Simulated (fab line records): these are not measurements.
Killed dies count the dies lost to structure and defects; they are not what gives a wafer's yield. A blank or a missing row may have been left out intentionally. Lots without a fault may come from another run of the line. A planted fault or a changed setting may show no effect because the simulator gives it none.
fab line records	flow sfqLine
record: lots: 15	wafers: 45	lastDay: 94
route steps=325 shown M3@129 I3@140 JJ@180 I6@269 I7@307
lots untouched by any fault: they come from a run of this same line in which no faults occurred
startH: hours from the record's first day to the start of the lot's first wafer shown	waitH: hours elapsed since this lot's preceding step	" the same as in the row above	L1.1+2: several wafers, shown together as one row	- no value, or no start given	* or withheld: withheld	< > ~ a bound
route shown NAME@n: NAME is a module with steps in the file, n the number in the route of the first one	usual: mean/standard deviation taken from wafers without a fault	same: alike in all rows	chamber/n: place in a boat	sites: the reading at each site	_std_site: standard deviation across them	_edge_site: the outer-site mean with the inner-site mean subtracted	radiusMm: for every site, how far away it sits from the centre of the wafer	mask NAME#n: copy n	behind: the most recent tool/chamber to have shaped the wafer	hold: what put the lot on hold/how long, in hours/how the hold closed	device: the n, p or np transistor that did not switch	end of line: at the end of the route, the tests of the same wafers	a step without rows: its recipe alone	killed: not the wafer's yield, but the dies lost to structure and defects at the first sort	map: a wafer's dies, marking killed ones x, the rest . and places with no die _
set.NAME: the run value of the setting; set.NAME@STEP: its run value at that earlier step	model.NAME: the simulator's own value behind a step, which no gauge read
a sample of lots followed through the steps of the route, with each step as a table and each wafer as a row
services: a tool's chamber out of use, with start hour (startH, from the record's first day; less than 0 if before it), hours out, and reason
== steps ==
step: SFQ_TRILAYER_M3_BARC_OPEN_METAL_ETCH_100
recipe: maskMaterial: PR	chemistry: O2	targetDepthNm: 125	target: BARC	icpW: 600	biasW: 80	pressureMtorr: 10	timeS: 41.7
usual: biasW: 80.00/0.23	chamberPressureMTorr: 9.999/0.0092	drypumpMotorCurrentA: 5.9/0.66	oesProductAu: 0.685/0.0046
lot.wafer	tool	chamber	startH	waitH	biasW	chamberPressureMTorr	drypumpMotorCurrentA	oesProductAu	rfHoursCounterH
L488.2	rieMetal-01	1	599.15	0.0	80.15	9.987	6.2	0.685	139
L488.5	"	1	"	"	79.89	10.000	6.2	0.689	-
L488.6	"	0	"	"	80.48	9.998	6.6	0.683	-
L489.3	rieMetal-01	0	605.17	0.0	80.01	10.005	6.6	0.688	-
L489.5	"	1	"	"	80.14	9.999	6.2	0.685	-
L489.6	"	0	"	"	80.09	9.991	6.5	0.689	-
L490.2	rieMetal-02	1	623.42	0.0	80.07	9.997	5.2	0.683	129
L490.3	"	1	"	"	79.58	10.014	5.3	0.686	-
L490.4	"	0	"	"	79.79	10.011	4.7	0.686	-
L491.2	rieMetal-02	1	634.56	0.0	80.14	9.988	5.3	0.675	131
L491.3	"	0	"	"	79.72	9.981	4.6	0.686	-
L491.5	"	1	"	"	80.46	9.996	5.3	0.679	-
L492.3	rieMetal-01	1	638.18	0.0	80.20	10.006	6.2	0.686	-
L492.5	"	0	"	"	79.97	9.979	6.5	0.690	-
L492.6	"	1	"	"	79.95	9.981	6.2	0.688	-
L495.2	rieMetal-01	0	703.47	0.0	80.03	9.984	6.5	0.693	149
L495.3	"	0	"	"	79.56	9.988	6.5	0.688	-
L495.4	"	1	"	"	80.02	10.005	6.2	0.683	-
L497.1	rieMetal-04	0	744.69	0.0	80.40	10.007	5.6	0.692	130
L497.2	"	1	"	"	80.01	10.015	6.6	0.687	56
L497.4	"	1	"	"	80.10	9.996	6.6	0.682	-
L498.3	rieMetal-04	0	761.51	0.0	-	-	-	-	-
L498.4	"	1	"	"	-	-	-	-	-
L498.6	"	1	"	"	-	-	-	-	-
L499.4	rieMetal-01	1	768.75	0.1	-	-	-	-	-
L499.5	"	1	"	"	-	-	-	-	-
L499.6	"	1	"	"	-	-	-	-	-
L500.1	rieMetal-02	1	785.45	0.0	-	-	-	-	-
L500.2	"	0	"	"	-	-	-	-	-
L500.5	"	0	"	"	-	-	-	-	-
L502.2	rieMetal-02	0	796.25	0.0	80.12	9.999	4.6	0.692	12
L502.3	"	0	"	"	79.81	10.007	4.6	0.681	-
L502.4	"	1	"	"	79.80	10.001	5.3	0.686	-
L508.1	rieMetal-01	1	831.92	0.0	79.86	9.974	6.2	0.683	14
L508.2	"	0	"	"	80.08	10.006	6.6	0.693	6
L508.3	"	1	"	"	80.21	10.008	6.2	0.677	-
L509.1	rieMetal-01	1	840.32	0.0	80.17	9.991	6.2	0.686	15
L509.2	"	0	"	"	80.21	9.993	6.5	0.683	7
L509.4	"	0	"	"	79.87	9.988	6.6	0.682	-
L510.1	rieMetal-02	0	842.72	0.0	79.91	10.008	4.7	0.676	17
L510.5	"	1	"	"	79.76	9.993	5.2	0.686	-
L510.6	"	0	"	"	79.94	9.998	4.6	0.686	-
L511.1	rieMetal-04	1	864.32	0.0	80.15	10.000	6.6	0.688	73
L511.4	"	0	"	"	80.07	10.010	5.6	0.681	-
L511.5	"	0	"	"	79.83	9.989	5.6	0.687	-
step: SFQ_TRILAYER_M3_ETCH_METAL_ETCH_078
recipe: target: Nb	stopOn: SiO2	maskMaterial: PR	chemistry: Cl2/Ar	targetDepthNm: 240	icpW: 600	biasW: 80	pressureMtorr: 10	timeS: 120
usual: biasW: 80.00/0.26	chamberPressureMTorr: 9.999/0.009	drypumpMotorCurrentA: 5.9/0.66	oesProductAu: 0.895/0.0073
lot.wafer	tool	chamber	startH	waitH	biasW	chamberPressureMTorr	drypumpMotorCurrentA	oesProductAu	rfHoursCounterH
L488.2	rieMetal-01	1	599.21	0.0	79.98	9.993	6.2	0.893	139
L488.5	"	1	"	"	79.98	9.995	6.2	0.892	-
L488.6	"	0	"	"	80.33	9.990	6.5	0.892	-
L489.3	rieMetal-01	0	605.25	0.1	80.29	10.001	6.5	0.896	-
L489.5	"	1	"	"	80.44	10.008	6.2	0.896	-
L489.6	"	0	"	"	80.26	10.012	6.5	0.900	-
L490.2	rieMetal-02	1	623.48	0.0	80.09	9.999	5.3	0.880	129
L490.3	"	1	"	"	80.20	10.024	5.2	0.886	-
L490.4	"	0	"	"	80.07	10.002	4.6	0.895	-
L491.2	rieMetal-02	1	634.62	0.0	80.66	10.013	5.3	0.877	131
L491.3	"	0	"	"	79.79	10.016	4.6	0.878	-
L491.5	"	1	"	"	79.92	9.992	5.2	0.903	-
L492.3	rieMetal-01	1	638.26	0.1	79.62	10.004	6.3	0.900	-
L492.5	"	0	"	"	80.46	10.000	6.6	0.895	-
L492.6	"	1	"	"	79.60	9.998	6.2	0.905	-
L495.2	rieMetal-01	0	703.53	0.0	79.44	9.990	6.5	0.893	149
L495.3	"	0	"	"	79.80	9.990	6.6	0.902	-
L495.4	"	1	"	"	79.81	10.006	6.2	0.896	-
L497.1	rieMetal-04	0	744.75	0.0	79.81	10.005	5.6	0.901	130
L497.2	"	1	"	"	79.35	9.997	6.6	0.901	56
L497.4	"	1	"	"	79.83	9.999	6.6	0.907	-
L498.3	rieMetal-04	0	761.59	0.1	80.23	10.014	5.6	0.372	-
L498.4	"	1	"	"	79.85	9.981	6.6	0.375	-
L498.6	"	1	"	"	80.12	10.001	6.6	0.377	-
L499.4	rieMetal-01	1	768.93	0.2	79.83	9.999	6.2	0.370	-
L499.5	"	1	"	"	79.99	10.004	6.2	0.375	-
L499.6	"	1	"	"	80.04	9.997	6.2	0.385	-
L500.1	rieMetal-02	1	785.51	0.0	79.90	9.994	5.3	0.378	158
L500.2	"	0	"	"	79.69	10.005	4.6	0.370	10
L500.5	"	0	"	"	79.85	10.004	4.6	0.372	-
L502.2	rieMetal-02	0	796.31	0.0	79.92	9.996	4.7	0.892	12
L502.3	"	0	"	"	79.80	10.005	4.6	0.896	-
L502.4	"	1	"	"	79.64	9.998	5.3	0.894	-
L508.1	rieMetal-01	1	831.98	0.0	80.00	10.010	6.2	0.899	14
L508.2	"	0	"	"	79.83	10.004	6.5	0.900	6
L508.3	"	1	"	"	80.02	10.000	6.2	0.893	-
L509.1	rieMetal-01	1	840.40	0.1	79.80	9.977	6.2	0.887	15
L509.2	"	0	"	"	80.10	10.016	6.5	0.876	7
L509.4	"	0	"	"	80.03	9.995	6.5	0.889	-
L510.1	rieMetal-02	0	842.78	0.0	80.12	10.002	4.6	0.887	17
L510.5	"	1	"	"	80.14	10.008	5.3	0.895	-
L510.6	"	0	"	"	79.71	9.999	4.6	0.888	-
L511.1	rieMetal-04	1	864.38	0.0	80.23	10.004	6.6	0.900	73
L511.4	"	0	"	"	80.38	10.001	5.6	0.896	-
L511.5	"	0	"	"	80.63	10.000	5.6	0.902	-
step: SFQ_TRILAYER_I3_VIA_LITHO_EXPOSE_086
recipe: maskId: I3	na: 0.6	sourceShape: conventional	sigmaOuter: 0.65	targetCdNm: 500	doseMj: 21.3
usual: exposureDoseMJCm2: 21.300/0.019	focusOffsetNm: -0.1/0.51
lot.wafer	tool	chamber	startH	waitH	mask	exposureDoseMJCm2	focusOffsetNm
L488.2	krfScanner-02	0	751.75	-	I3#0	21.328	0.2
L488.5	"	0	"	"	I3#0	21.330	-0.3
L488.6	"	0	"	"	I3#0	21.320	-0.2
L489.3	krfScanner-02	0	757.95	-	I3#0	21.304	0.2
L489.5	"	0	"	"	I3#0	21.308	0.6
L489.6	"	0	"	"	I3#0	21.294	-0.6
L490.2	krfScanner-02	0	782.92	-	I3#0	21.289	0.2
L490.3	"	0	"	"	I3#0	21.278	0.6
L490.4	"	0	"	"	I3#0	21.297	0.0
L491.2	krfScanner-02	0	792.52	-	I3#0	21.249	0.5
L491.3	"	0	"	"	I3#0	21.271	0.0
L491.5	"	0	"	"	I3#0	21.287	-0.6
L492.3	krfScanner-02	0	797.52	-	I3#0	21.296	0.7
L492.5	"	0	"	"	I3#0	21.290	0.5
L492.6	"	0	"	"	I3#0	21.284	-0.1
L495.2	krfScanner-02	0	850.99	-	I3#0	21.290	0.1
L495.3	"	0	"	"	I3#0	21.309	-1.2
L495.4	"	0	"	"	I3#0	21.258	0.6
L497.1	krfScanner-02	0	913.66	-	I3#0	21.319	0.7
L497.2	"	0	"	"	I3#0	21.317	1.1
L497.4	"	0	"	"	I3#0	21.325	-0.3
L498.3	krfScanner-02	-	926.06	-	I3#0	-	-
L498.4	"	-	"	"	I3#0	-	-
L498.6	"	-	"	"	I3#0	-	-
L499.4	krfScanner-02	-	933.46	-	I3#0	-	-
L499.5	"	-	"	"	I3#0	-	-
L499.6	"	-	"	"	I3#0	-	-
L500.1	krfScanner-01	-	953.39	-	I3#0	-	-
L500.2	"	-	"	"	I3#0	-	-
L500.5	"	-	"	"	I3#0	-	-
L502.2	krfScanner-02	0	963.31	-	I3#0	21.306	-0.2
L502.3	"	0	"	"	I3#0	21.314	-1.3
L502.4	"	0	"	"	I3#0	21.304	-0.2
L508.1	krfScanner-02	0	997.00	-	I3#0	21.316	-0.2
L508.2	"	0	"	"	I3#0	21.320	0.3
L508.3	"	0	"	"	I3#0	21.314	0.8
L509.1	krfScanner-01	0	1005.91	-	I3#0	21.268	0.7
L509.2	"	0	"	"	I3#0	21.280	-0.2
L509.4	"	0	"	"	I3#0	21.323	0.1
L510.1	krfScanner-01	0	1010.71	-	I3#0	21.269	-0.5
L510.5	"	0	"	"	I3#0	21.294	-0.5
L510.6	"	0	"	"	I3#0	21.295	-0.4
L511.1	krfScanner-01	0	1027.51	-	I3#0	21.325	0.2
L511.4	"	0	"	"	I3#0	21.337	0.7
L511.5	"	0	"	"	I3#0	21.298	-0.9
step: SFQ_TRILAYER_I3_VIA_ETCH_VIA_ETCH_088
recipe: target: SiO2	stopOn: Nb	maskMaterial: PR	taperDeg: 20	chemistry: CHF3	targetDepthNm: 260	sourceW: 500	biasW: 80	pressureMtorr: 30	timeS: withheld
usual: biasW: 80.00/0.22	chamberPressureMTorr: 30.001/0.03	drypumpMotorCurrentA: 5.6/0.38	oesProductAu: 0.856/0.0058
lot.wafer	tool	chamber	startH	waitH	biasW	chamberPressureMTorr	drypumpMotorCurrentA	oesProductAu
L488.2	rieDiel-03	3	753.13	0.0	79.98	29.986	5.1	0.853
L488.5	"	3	"	"	79.94	29.967	5.1	0.856
L488.6	"	0	"	"	80.20	29.982	5.9	0.854
L489.3	rieDiel-04	3	759.13	0.0	79.86	29.957	5.6	0.862
L489.5	"	1	"	"	80.12	29.985	5.2	0.856
L489.6	"	2	"	"	80.01	30.016	6.0	0.868
L490.2	rieDiel-03	0	784.29	0.0	80.16	30.028	5.8	0.855
L490.3	"	3	"	"	80.21	30.029	5.1	0.856
L490.4	"	1	"	"	80.52	30.008	5.8	0.865
L491.2	rieDiel-04	1	793.89	0.0	80.45	29.980	5.2	0.846
L491.3	"	0	"	"	79.91	29.979	5.0	0.853
L491.5	"	2	"	"	80.37	30.000	6.0	0.847
L492.3	rieDiel-04	3	798.85	0.0	79.78	30.003	5.6	0.852
L492.5	"	2	"	"	79.80	30.027	6.0	0.852
L492.6	"	3	"	"	79.83	30.006	5.6	0.845
L495.2	rieDiel-01	2	852.36	0.0	79.79	30.036	5.6	0.854
L495.3	"	3	"	"	80.00	30.023	5.9	0.859
L495.4	"	0	"	"	79.92	29.989	5.2	0.865
L497.1	rieDiel-04	0	915.24	0.0	79.88	29.971	5.0	0.860
L497.2	"	2	"	"	80.00	30.004	6.0	0.857
L497.4	"	0	"	"	79.95	30.015	5.0	0.849
L498.3	rieDiel-04	2	927.24	0.0	80.21	30.018	6.0	0.383
L498.4	"	1	"	"	80.10	30.016	5.2	0.374
L498.6	"	2	"	"	79.78	29.982	6.0	0.379
L499.4	rieDiel-03	0	934.44	0.0	79.68	30.042	5.9	0.371
L499.5	"	3	"	"	79.88	30.042	5.1	0.378
L499.6	"	0	"	"	79.60	30.019	5.9	0.386
L500.1	rieDiel-04	2	954.97	0.0	80.01	30.052	6.0	0.373
L500.2	"	0	"	"	79.76	29.987	5.0	0.380
L500.5	"	2	"	"	80.06	30.043	6.0	0.369
L502.2	rieDiel-04	0	964.69	0.0	80.10	30.002	5.0	0.841
L502.3	"	3	"	"	80.25	29.995	5.6	0.855
L502.4	"	1	"	"	79.95	30.002	5.2	0.844
L508.1	rieDiel-03	3	998.58	0.0	79.92	30.040	5.1	0.860
L508.2	"	0	"	"	79.87	30.007	5.9	0.852
L508.3	"	1	"	"	80.18	29.943	5.8	0.862
L509.1	rieDiel-03	1	1007.48	0.0	79.94	30.019	5.8	0.851
L509.2	"	3	"	"	79.82	29.984	5.1	0.864
L509.4	"	3	"	"	79.77	30.021	5.1	0.860
L510.1	rieDiel-01	2	1012.28	0.0	79.98	30.063	5.6	0.851
L510.5	"	1	"	"	80.05	30.030	6.1	0.852
L510.6	"	2	"	"	80.13	29.975	5.6	0.860
L511.1	rieDiel-04	3	1029.08	0.0	79.89	30.032	5.6	0.849
L511.4	"	0	"	"	79.66	29.978	5.0	0.857
L511.5	"	3	"	"	80.00	30.030	5.6	0.851
step: SFQ_TRILAYER_JJ_TRILAYER_DEP_SPUTTER_110
recipe: material: Al	basePressurePa: 1.33e-06	targetThkNm: 8	powerW: 500	timeS: 10	chamberPressurePa: 0.4
usual: cathodeDcPowerW: 500.00/0.089	throttleValvePct: 29.9/1
lot.wafer	tool	chamber	startH	waitH	cathodeDcPowerW	throttleValvePct
L488.2	pvdSputter-05	-	988.60	0.0	500.12	31.8
L488.5	"	-	"	"	500.12	31.5
L488.6	"	-	"	"	499.99	29.5
L489.3	pvdSputter-04	-	989.80	0.0	499.99	27.6
L489.5	"	-	"	"	499.96	30.8
L489.6	"	-	"	"	499.88	28.1
L490.2	pvdSputter-06	-	991.00	0.0	500.04	29.0
L490.3	"	-	"	"	500.04	29.6
L490.4	"	-	"	"	499.96	29.6
L491.2	pvdSputter-05	-	992.20	0.0	499.99	30.4
L491.3	"	-	"	"	500.11	29.3
L491.5	"	-	"	"	499.78	31.9
L492.3	pvdSputter-04	-	993.40	0.0	500.01	29.1
L492.5	"	-	"	"	499.95	28.0
L492.6	"	-	"	"	500.17	30.3
L495.2	pvdSputter-05	-	1024.52	0.0	500.27	30.4
L495.3	"	-	"	"	499.93	30.0
L495.4	"	-	"	"	500.01	29.3
L497.1	pvdSputter-06	-	1084.49	0.0	499.95	29.0
L497.2	"	-	"	"	499.97	29.8
L497.4	"	-	"	"	499.93	29.6
L498.3	pvdSputter-04	-	1097.18	0.0	499.94	30.7
L498.4	"	-	"	"	499.98	28.2
L498.6	"	-	"	"	500.03	30.8
L499.4	pvdSputter-05	-	1104.15	0.0	499.95	29.5
L499.5	"	-	"	"	500.08	30.2
L499.6	"	-	"	"	500.03	29.4
L500.1	pvdSputter-06	-	1113.60	0.0	499.87	29.3
L500.2	"	-	"	"	499.92	28.7
L500.5	"	-	"	"	500.07	30.0
L502.2	pvdSputter-04	-	1260.38	0.0	500.03	28.0
L502.3	"	-	"	"	500.13	28.9
L502.4	"	-	"	"	499.99	30.8
L508.1	pvdSputter-04	-	1296.18	0.0	500.09	28.5
L508.2	"	-	"	"	499.93	27.9
L508.3	"	-	"	"	500.15	30.6
L509.1	pvdSputter-05	-	1309.80	0.0	500.06	29.5
L509.2	"	-	"	"	499.85	30.3
L509.4	"	-	"	"	499.92	32.0
L510.1	pvdSputter-04	-	1313.40	0.0	499.97	30.4
L510.5	"	-	"	"	499.92	30.5
L510.6	"	-	"	"	499.93	30.5
L511.1	pvdSputter-04	-	1326.60	0.0	499.98	30.6
L511.4	"	-	"	"	499.97	28.7
L511.5	"	-	"	"	500.08	30.8
step: SFQ_TRILAYER_I6_METRO_MEASURE_167
usual: thkNm: 200.3/1.1
lot.wafer	tool	chamber	startH	waitH	thkNm
L488.2	filmMetro-01	-	1713.14	0.3	199.8
L488.5	"	-	"	"	199.5
L488.6	"	-	"	"	199.5
L489.3	filmMetro-04	-	1716.92	0.5	199.6
L489.5	"	-	"	"	198.9
L489.6	"	-	"	"	200.2
L490.2	filmMetro-03	-	1718.70	0.3	200.1
L490.3	"	-	"	"	200.3
L490.4	"	-	"	"	201.2
L491.2	filmMetro-01	-	1720.14	0.3	200.5
L491.3	"	-	"	"	199.3
L491.5	"	-	"	"	199.9
L492.3	filmMetro-04	-	1725.76	0.5	200.4
L492.5	"	-	"	"	200.8
L492.6	"	-	"	"	199.8
L495.2	filmMetro-04	-	1736.98	0.3	199.3
L495.3	"	-	"	"	201.7
L495.4	"	-	"	"	198.8
L497.1	filmMetro-03	-	1880.15	0.1	200.3
L497.2	"	-	"	"	201.1
L497.4	"	-	"	"	199.2
L498.3	filmMetro-01	-	1903.54	0.5	200.3
L498.4	"	-	"	"	200.7
L498.6	"	-	"	"	200.8
L499.4	filmMetro-01	-	1912.51	0.6	200.5
L499.5	"	-	"	"	198.7
L499.6	"	-	"	"	200.3
L500.1	filmMetro-04	-	1917.30	0.1	198.5
L500.2	"	-	"	"	200.0
L500.5	"	-	"	"	200.6
L502.2	filmMetro-04	-	1928.36	0.3	198.4
L502.3	"	-	"	"	199.8
L502.4	"	-	"	"	200.3
L508.1	filmMetro-04	-	1943.16	0.1	201.2
L508.2	"	-	"	"	199.8
L508.3	"	-	"	"	202.9
L509.1	filmMetro-03	-	1944.96	0.1	199.4
L509.2	"	-	"	"	200.3
L509.4	"	-	"	"	199.8
L510.1	filmMetro-03	-	1949.76	0.1	200.2
L510.5	"	-	"	"	202.6
L510.6	"	-	"	"	201.0
L511.1	filmMetro-01	-	1953.36	0.1	199.7
L511.4	"	-	"	"	202.6
L511.5	"	-	"	"	200.5
step: SFQ_TRILAYER_I7_VIA_BARC_OPEN_VIA_ETCH_260
recipe: maskMaterial: PR	chemistry: O2	targetDepthNm: 125	target: BARC	sourceW: 500	biasW: 80	pressureMtorr: 30	timeS: 41.7
usual: biasW: 79.99/0.26	chamberPressureMTorr: 30.002/0.025	drypumpMotorCurrentA: 5.7/0.34	oesProductAu: 0.685/0.0045
lot.wafer	tool	chamber	startH	waitH	biasW	chamberPressureMTorr	drypumpMotorCurrentA	oesProductAu	rfHoursCounterH
L488.2	rieDiel-01	1	1864.18	0.0	79.87	30.015	6.1	0.678	14
L488.5	"	3	"	"	79.85	29.986	5.9	0.684	-
L488.6	"	0	"	"	79.84	29.989	5.2	0.688	-
L489.3	rieDiel-02	3	1866.58	0.0	80.18	30.025	5.2	0.684	15
L489.5	"	1	"	"	79.88	29.943	5.5	0.688	-
L489.6	"	0	"	"	80.40	30.016	5.6	0.689	-
L490.2	rieDiel-03	0	1868.98	0.0	79.94	29.996	5.8	0.680	9
L490.3	"	1	"	"	79.81	29.985	5.8	0.681	17
L490.4	"	2	"	"	79.73	30.015	5.6	0.678	8
L491.2	rieDiel-02	2	1871.38	0.0	79.93	29.993	6.3	0.685	15
L491.3	"	1	"	"	80.13	30.016	5.5	0.693	19
L491.5	"	0	"	"	79.69	30.026	5.7	0.682	-
L492.3	rieDiel-03	2	1874.98	0.0	79.67	29.980	5.6	0.693	8
L492.5	"	2	"	"	80.29	29.994	5.6	0.680	-
L492.6	"	3	"	"	80.39	30.012	5.1	0.688	-
L495.2	rieDiel-01	2	1956.41	0.0	80.24	29.992	5.6	0.688	2
L495.3	"	0	"	"	80.22	29.991	5.2	0.680	6
L495.4	"	3	"	"	80.03	30.003	5.9	0.691	13
L497.1	rieDiel-03	3	2005.28	0.0	80.01	30.031	5.1	0.686	3
L497.2	"	2	"	"	79.82	30.000	5.7	0.691	10
L497.4	"	1	"	"	79.87	29.975	5.8	0.690	1
L498.3	rieDiel-03	1	2018.48	0.0	80.04	30.019	5.8	0.688	1
L498.4	"	0	"	"	79.92	30.008	5.9	0.688	-
L498.6	"	2	"	"	79.72	29.980	5.7	0.691	-
L499.4	rieDiel-03	2	2030.48	0.0	79.85	29.996	5.7	0.685	10
L499.5	"	0	"	"	79.62	29.997	5.9	0.686	-
L499.6	"	1	"	"	80.13	29.998	5.8	0.688	-
L500.1	rieDiel-01	0	2031.81	0.0	80.10	30.001	5.2	0.684	6
L500.2	"	2	"	"	80.19	30.001	5.6	0.686	2
L500.5	"	2	"	"	80.05	29.980	5.6	0.688	-
L502.2	rieDiel-02	2	2133.18	0.0	80.04	29.998	6.3	0.682	0
L502.3	"	1	"	"	80.19	30.031	5.5	0.679	3
L502.4	"	3	"	"	80.04	29.996	5.2	0.684	1
L508.1	rieDiel-02	2	2147.58	0.0	79.86	29.985	6.3	0.681	1
L508.2	"	1	"	"	80.44	30.033	5.5	0.689	3
L508.3	"	3	"	"	80.18	29.984	5.2	0.686	1
L509.1	rieDiel-01	0	2149.98	0.0	80.18	30.018	5.2	0.684	8
L509.2	"	3	"	"	80.13	29.972	5.9	0.682	14
L509.4	"	2	"	"	80.04	30.001	5.6	0.687	-
L510.1	rieDiel-03	2	2172.78	0.0	80.10	29.986	5.6	0.695	12
L510.5	"	0	"	"	80.06	29.985	5.8	0.688	-
L510.6	"	1	"	"	80.21	29.961	5.8	0.684	-
L511.1	rieDiel-02	3	2173.98	0.0	80.00	29.978	5.2	0.681	1
L511.4	"	0	"	"	79.66	30.021	5.6	0.687	14
L511.5	"	2	"	"	80.01	30.046	6.3	0.692	-
== services ==
tool	chamber	startH	hours	kind
rieDiel-03	3	584.78	1.4	repair
rieDiel-03	-	589.36	0.2	repair
krfScanner-02	-	612.49	1.0	pm
krfScanner-02	-	631.16	1.1	repair
rieDiel-03	2	649.04	1.2	repair
rieDiel-03	3	650.74	6.7	repair
krfScanner-02	-	692.35	0.5	repair
krfScanner-02	-	698.23	1.3	pm
krfScanner-02	-	721.13	4.0	pm
rieDiel-03	0	725.16	2.8	repair
rieMetal-01	0	763.11	11.3	repair
rieMetal-01	-	821.76	0.6	repair
rieMetal-01	-	1031.34	1.7	repair
rieMetal-01	1	1070.67	6.6	repair
rieMetal-01	-	1075.53	2.8	pm
rieMetal-01	1	1079.35	1.3	repair
rieMetal-01	0	1082.57	9.3	repair
rieMetal-01	1	1127.93	5.8	repair
rieMetal-01	0	1307.14	16.6	repair
rieMetal-01	-	1309.61	0.8	repair
rieMetal-01	0	1479.74	1.8	repair
rieMetal-01	-	1565.83	2.4	repair
rieMetal-01	1	1624.91	4.8	repair
rieMetal-01	0	1771.21	19.0	repair
== key ==
firstSign: step: SFQ_TRILAYER_M3_BARC_OPEN_METAL_ETCH_100	reading: toolRecord	direction: missing
effect: step: SFQ_TRILAYER_M3_ETCH_METAL_ETCH_078	reading: oesProductAu	direction: down	sigmas: 71	usual: 0.895	struck: 0.375
effect: step: SFQ_TRILAYER_I3_VIA_LITHO_EXPOSE_086	reading: toolRecord	direction: missing
effect: step: SFQ_TRILAYER_I3_VIA_ETCH_VIA_ETCH_088	reading: oesProductAu	direction: down	sigmas: 82	usual: 0.856	struck: 0.377
metAt SFQ_TRILAYER_M3_BARC_OPEN_METAL_ETCH_100
struckLots L498,L499,L500
notActingAt SFQ_TRILAYER_JJ_TRILAYER_DEP_SPUTTER_110,SFQ_TRILAYER_I6_METRO_MEASURE_167,SFQ_TRILAYER_I7_VIA_BARC_OPEN_VIA_ETCH_260
onsetBetween 744.69 761.51
fault: kind: skippedStepWhole	tool: rieMetal-01,rieMetal-02,rieMetal-04	chamber: -	onsetH: 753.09	steps: SFQ_TRILAYER_M3_BARC_OPEN_METAL_ETCH_100	scope: struckLotsOnly
